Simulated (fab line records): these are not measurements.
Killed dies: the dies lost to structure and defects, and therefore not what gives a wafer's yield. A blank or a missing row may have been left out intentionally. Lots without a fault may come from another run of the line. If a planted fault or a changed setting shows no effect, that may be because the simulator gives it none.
Matching of chambers || flow sky130 || SKY_LI_CONTACT_ETCH_15 on rie-diel-04: 4 sister chambers
The step etches PSG in C4F8/O2/Ar, stops on Si, target depth 600 nm. 4 wafers are shown with their chamber, then 7 later ones without.

WAFERS PAIRED WITH THEIR CHAMBERS
{"wafer": "L077.2", "chamber": 0, "oes-product-au (a.u.)": 0.836}
{"wafer": "L090.4", "chamber": 3, "oes-product-au (a.u.)": 0.835}
{"wafer": "L093.1", "chamber": 1, "oes-product-au (a.u.)": 0.838}
{"wafer": "L093.3", "chamber": 2, "oes-product-au (a.u.)": 0.827}

WAFERS MISSING THEIR CHAMBER
{"wafer": "L093.6", "oes-product-au (a.u.)": 0.830}
{"wafer": "L094.1", "oes-product-au (a.u.)": 0.840}
{"wafer": "L094.2", "oes-product-au (a.u.)": 0.836}
{"wafer": "L094.3", "oes-product-au (a.u.)": 0.836}
{"wafer": "L097.2", "oes-product-au (a.u.)": 0.836}
{"wafer": "L097.3", "oes-product-au (a.u.)": 0.832}
{"wafer": "L097.6", "oes-product-au (a.u.)": 0.849}

WHICH CHAMBER EACH ONE RAN IN
{"wafer": "L093.6", "from the rows above": "can't be placed: 2 or 3 or 0 or 1", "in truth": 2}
{"wafer": "L094.1", "from the rows above": "can't be placed: 1 or 0 or 3", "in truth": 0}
{"wafer": "L094.2", "from the rows above": "can't be placed: 0 or 3 or 1 or 2", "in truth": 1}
{"wafer": "L094.3", "from the rows above": "can't be placed: 0 or 3 or 1 or 2", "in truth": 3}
{"wafer": "L097.2", "from the rows above": "can't be placed: 0 or 3 or 1 or 2", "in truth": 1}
{"wafer": "L097.3", "from the rows above": "can't be placed: 3 or 0 or 2 or 1", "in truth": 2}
{"wafer": "L097.6", "from the rows above": "can't be placed: 1 or 0 or 3", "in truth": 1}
Correctly placed: 0 of 7. From these rows, 7 cannot be placed; in 7 the true chamber is one of the candidates. Placed wrongly: 0.
How it was worked out, from the rows above alone: a wafer's distance from a chamber is the root of the sum, over the readings, of the square of ((its reading less the chamber's mean) divided by the reading's scatter). The wafer belongs to the nearest chamber; if the next one is less than 2 further off, it can't be placed. A chamber's mean is the mean of its shown wafers. The scatter: with one shown wafer a chamber, the root of the mean of the squares of how far each hidden wafer lies from its nearest shown one.
